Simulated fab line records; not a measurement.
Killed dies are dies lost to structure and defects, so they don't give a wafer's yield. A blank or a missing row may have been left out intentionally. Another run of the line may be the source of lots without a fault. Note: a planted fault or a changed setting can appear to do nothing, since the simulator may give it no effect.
One fault through the eyes of 2 desks -- flow sky130 -- each desk holds nothing but its own numbers, with what lay behind them at the end

== DESK OF THE TOOL OWNER: rie diel-04 ==
The tool's own readings at SKY_VIA1_ETCH_14 (etches BARC in N2/H2, stops on SiO2, time 45.9 s, target depth 60 nm): means of the sampled wafers that have a number, for each lot that ran on this tool. If a lot's mean is further than 4 standard deviations from the usual mean, the lot is out of limits and carries the mark OUT (the distance appears in the brackets).
Columns: A = drypump motor current A at SKY_VIA1_ETCH_14, usual 5.9 A; B = oes product au at SKY_VIA1_ETCH_14, usual 0.854 a.u.; C = rf fwd power W at SKY_VIA1_ETCH_14, usual 494.9 W; D = throttle valve pct at SKY_VIA1_ETCH_14, usual 13.226 %
lot,first seen here,A,B,C,D
L448,day 34 08:05,5.6,0.854,496.3,13.227
L454,day 36 00:22,6.3,0.858,495.6,13.232
This desk's verdict: no lot among the 2 shows anything out of limits.

== FROM THE METROLOGY DESK ==
Lot by lot, what the gauges showed, no matter which tool ran the lot: averages of those sampled wafers that carry a number. If a lot's mean is further than 4 standard deviations from the usual mean, the lot is out of limits and carries the mark OUT (the distance appears in the brackets). Shown here are 7 of its 9 readings, the ones lying furthest out on some lot.
Columns: A = cd nm at SKY_VIA1_CD_MEAS_12, usual 149.8 nm; B = VIA1_OVL at SKY_VIA1_OVL_MEAS_13, usual 2 nm; C = VIA1_W_RS at SKY_VIA1_RS_MEAS_22, usual 0.429 ohm/sq; D = VIA1_W_THK at SKY_VIA1_THK_MEAS_23, usual 260 nm; E = METAL2_ALCU_RS at SKY_METAL2_RS_MEAS_05, usual 0.1271 ohm/sq; F = cd nm at SKY_METAL2_CD_MEAS_15, usual 139.8 nm; G = METAL2_OVL at SKY_METAL2_OVL_MEAS_16, usual 4 nm
lot,first seen here,A,B,C,D,E,F,G
L448,day 33 04:40,148.4,1,0.431,256,0.1264,141.4,-1
L454,day 34 21:09,149.6,2,0.434,258,0.1283,137.9,4
L464,day 38 01:37,149.5,6,0.430,258,0.1273,141.4,10
L469,day 39 13:23,151.1,4,0.422,268,0.1270,140.7,6
L471,day 39 21:13,149.2,-14,0.431,256,0.1287,144.3,-6
This desk's verdict: no lot among the 5 shows anything out of limits.

== ALL TOGETHER ==
Nothing out of limits was seen by the tool owner's desk.
Metrology desk: nothing out of limits seen.

== WHAT WAS PUT IN BY THE SIMULATOR ==
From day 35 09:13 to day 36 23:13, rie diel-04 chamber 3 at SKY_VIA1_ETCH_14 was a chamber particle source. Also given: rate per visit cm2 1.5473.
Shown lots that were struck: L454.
